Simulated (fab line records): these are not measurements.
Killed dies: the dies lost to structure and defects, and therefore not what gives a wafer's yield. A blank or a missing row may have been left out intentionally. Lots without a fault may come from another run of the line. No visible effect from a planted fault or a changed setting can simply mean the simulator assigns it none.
One fault seen from 2 desks | flow gf180mcu | every desk sees just its own numbers, and what lay behind them comes last

== THE TOOL OWNER'S DESK: pvd sputter-01 ==
At GF_TOP_METAL_SPUTTER_04 (material TiN, target thk 25 nm, time 20.8 s) the tool's own readings: per lot run on this tool, the mean of the sampled wafers that have a number. If a lot's mean is further than 4 standard deviations from the usual mean, the lot is out of limits and carries the mark OUT (the distance appears in the brackets).
Columns: A = throttle valve pct at GF_TOP_METAL_SPUTTER_04, usual 30.5 %
lot  | first seen here | A
L543 | day 28 03:10    | 31.5
L548 | day 29 09:02    | 30.8
L551 | day 30 12:43    | 31.7
L553 | day 30 23:20    | 31.7
This desk found nothing out of limits on any of the 4 lots.

== METROLOGY DESK ==
Means of the sampled wafers that have a number, per lot and without regard to the tool the lot ran on: this is what the gauges read. If a lot's mean is further than 4 standard deviations from the usual mean, the lot is out of limits and carries the mark OUT (the distance appears in the brackets).
Columns: A = TOP_METAL_ALCU_THK at GF_TOP_METAL_THK_MEAS_06, usual 908 nm
lot  | first seen here | A
L541 | day 27 15:04    | 911
L542 | day 27 17:58    | 905
L543 | day 28 03:19    | 916
L548 | day 29 09:12    | 913
L551 | day 30 12:52    | 858 (-4.5) OUT
L553 | day 30 23:29    | 880
L555 | day 31 11:28    | 906
L556 | day 31 17:38    | 919
L557 | day 32 00:13    | 918
L558 | day 32 08:37    | 909
L560 | day 32 18:29    | 911
L563 | day 33 10:08    | 909
L564 | day 33 15:13    | 898
This desk reports L551 out of limits; the earliest was L551 at day 30 12:52 (TOP_METAL_ALCU_THK at GF_TOP_METAL_THK_MEAS_06). L541, L542, L543, L548, L553, L555, L556, L557, L558, L560, L563, L564: within limits.

== PUT TOGETHER ==
An alarm was possible from the metrology desk at day 30 12:52, on L551.
Nothing out of limits was seen by the tool owner's desk.
Tool owner's desk: L551 on record, inside its limits.
Of the lots named, all ran GF_TOP_METAL_SPUTTER_04 on pvd sputter-01.

== WHAT WAS PUT IN BY THE SIMULATOR ==
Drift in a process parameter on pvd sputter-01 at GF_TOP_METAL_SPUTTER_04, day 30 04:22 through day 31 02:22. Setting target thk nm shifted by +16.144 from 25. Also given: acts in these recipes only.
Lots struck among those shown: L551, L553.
Time in hours between the start of the fault and the first out-of-limits reading at each desk: metrology desk, 8.
